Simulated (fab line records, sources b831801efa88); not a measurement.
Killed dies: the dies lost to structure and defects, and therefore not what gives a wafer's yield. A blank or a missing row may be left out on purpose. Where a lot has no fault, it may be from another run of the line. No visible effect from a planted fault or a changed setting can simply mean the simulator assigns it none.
Chamber matching    flow sky130    SKY_LI_CONTACT_CMP_24 on cmp-01: 4 sister chambers
The step polishes, stops on PSG, t overpolish 20 s, target thk 0 nm. 14 wafers are shown with their chamber, then 7 later ones without.

## EACH WAFER AND ITS CHAMBER
wafer   chamber  motor-current-A (A)  time-to-endpoint-s (s)  overpolish-run-s (s)
L271.2  2        9.9                  93                      19.998
L271.4  1        11.8                 91                      20.009
L271.6  3        8.7                  97                      19.991
L277.1  3        8.3                  95                      20.005
L277.3  0        9.3                  98                      20.015
L277.4  2        9.3                  96                      20.005
L279.3  3        8.6                  99                      20.011
L279.4  0        9.9                  100                     19.997
L279.6  1        11.3                 97                      20.001
L284.3  1        12.3                 101                     20.007
L284.5  1        11.5                 98                      20.003
L284.6  0        9.8                  97                      20.004
L282.1  0        9.6                  99                      20.011
L282.4  3        8.9                  97                      20.002

SIGNATURES (means of the wafers above)
reading             chamber 0  chamber 1  chamber 2  chamber 3  scatter within a chamber
motor-current-A     9.650      11.725     9.600      8.625      0.338
time-to-endpoint-s  98.50      96.75      94.50      97.00      2.65
overpolish-run-s    20.00675   20.00500   20.00150   20.00225   0.00681
Rule: for a wafer and a chamber, the distance is found by dividing, reading by reading, the gap between the wafer's reading and the chamber's mean by the reading's scatter, squaring, summing and taking the root. The wafer belongs to the nearest chamber; if the next one is less than 2 further off, it can't be placed. The scatter: take each reading less its chamber's mean, square it, sum over the shown wafers, divide by the number of wafers less the number of chambers, and take the root.

## WAFERS WITH NO CHAMBER GIVEN
wafer   motor-current-A (A)  time-to-endpoint-s (s)  overpolish-run-s (s)
L282.5  9.9                  98                      20.003
L287.1  8.8                  99                      20.000
L287.4  9.5                  93                      20.000
L287.5  9.0                  95                      19.998
L291.2  8.8                  94                      20.003
L291.4  11.5                 93                      20.008
L291.5  10.7                 94                      20.000

## THE CHAMBER EACH PASSED THROUGH
wafer   from the rows above           in truth
L282.5  can't be placed: 0 or 2       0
L287.1  can't be placed: 3 or 0 or 2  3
L287.4  can't be placed: 2 or 0       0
L287.5  can't be placed: 3 or 2 or 0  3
L291.2  can't be placed: 3 or 2 or 0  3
L291.4  1                             1
L291.5  can't be placed: 2 or 1 or 0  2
Placed correctly: 1 of 7. From these rows, 6 cannot be placed; in 6 the true chamber is one of the candidates. Wrongly placed: 0.
